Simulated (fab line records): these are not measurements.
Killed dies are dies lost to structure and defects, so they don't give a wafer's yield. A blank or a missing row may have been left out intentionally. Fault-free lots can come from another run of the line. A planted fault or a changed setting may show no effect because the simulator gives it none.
One fault through the eyes of 2 desks    flow sfq_line    every desk sees just its own numbers, and what lay behind them comes last

## FROM THE METROLOGY DESK
Lot by lot, what the gauges showed, no matter which tool ran the lot: averages of those sampled wafers that carry a number. Marked OUT: a lot whose mean sits more than 4 standard deviations from the usual mean, which makes it out of limits; the brackets give that distance.
Columns: A = I7_BOW at SFQ_I7_BOW_MEAS_946, usual 9 um; B = I7_OVL at SFQ_I7_OVL_MEAS_947, usual -2 nm
lot   first seen here  A    B
L588  day 82 18:22     16   -0
L591  day 83 13:11     -0   -8
L597  day 85 09:35     5    -10
L600  day 86 15:25     -10  -1
L602  day 87 00:55     20   -5
L604  day 87 22:40     15   4
This desk's verdict: no lot among the 6 shows anything out of limits.

## THE TOOL OWNER'S DESK: rie_diel-03
The tool's own readings at SFQ_TRILAYER_I7_VIA_BARC_OPEN_VIA_ETCH_260 (etches BARC in O2, target depth 125 nm, time 41.7 s): means of the sampled wafers that have a number, for each lot that ran on this tool. Marked OUT: a lot whose mean sits more than 4 standard deviations from the usual mean, which makes it out of limits; the brackets give that distance.
Columns: A = drypump_motor_current_A at SFQ_TRILAYER_I7_VIA_BARC_OPEN_VIA_ETCH_260, usual 5.8 A; B = oes_product_au at SFQ_TRILAYER_I7_VIA_BARC_OPEN_VIA_ETCH_260, usual 0.685 a.u.; C = rf_fwd_power_W at SFQ_TRILAYER_I7_VIA_BARC_OPEN_VIA_ETCH_260, usual 495.1 W
lot   first seen here  A    B      C
L591  day 87 21:06     6.4  0.679  494.6
L597  day 89 17:45     6.1  0.688  694.4 (+95) OUT
L600  day 90 16:41     6.1  0.685  695.4 (+95) OUT
This desk's verdict: out of limits on L597, L600, starting with L597 at day 89 17:45 (rf_fwd_power_W at SFQ_TRILAYER_I7_VIA_BARC_OPEN_VIA_ETCH_260). In limits: L591.

## PUT TOGETHER
The tool owner's desk could have raised an alarm at day 89 17:45, on L597, L600.
Metrology desk: nothing out of limits seen.
The metrology desk has L597, L600 on record, within its limits.
Of the lots named, all ran SFQ_TRILAYER_I7_VIA_BARC_OPEN_VIA_ETCH_260 on rie_diel-03.

## WHAT HAD BEEN PUT IN BY THE SIMULATOR
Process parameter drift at SFQ_TRILAYER_I7_VIA_BARC_OPEN_VIA_ETCH_260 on rie_diel-03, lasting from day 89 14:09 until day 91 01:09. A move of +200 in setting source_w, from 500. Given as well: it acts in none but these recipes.
Lots struck among those shown: L597, L600.
Hours from the fault's start to each desk's first reading out of limits: the tool owner's desk, 4.
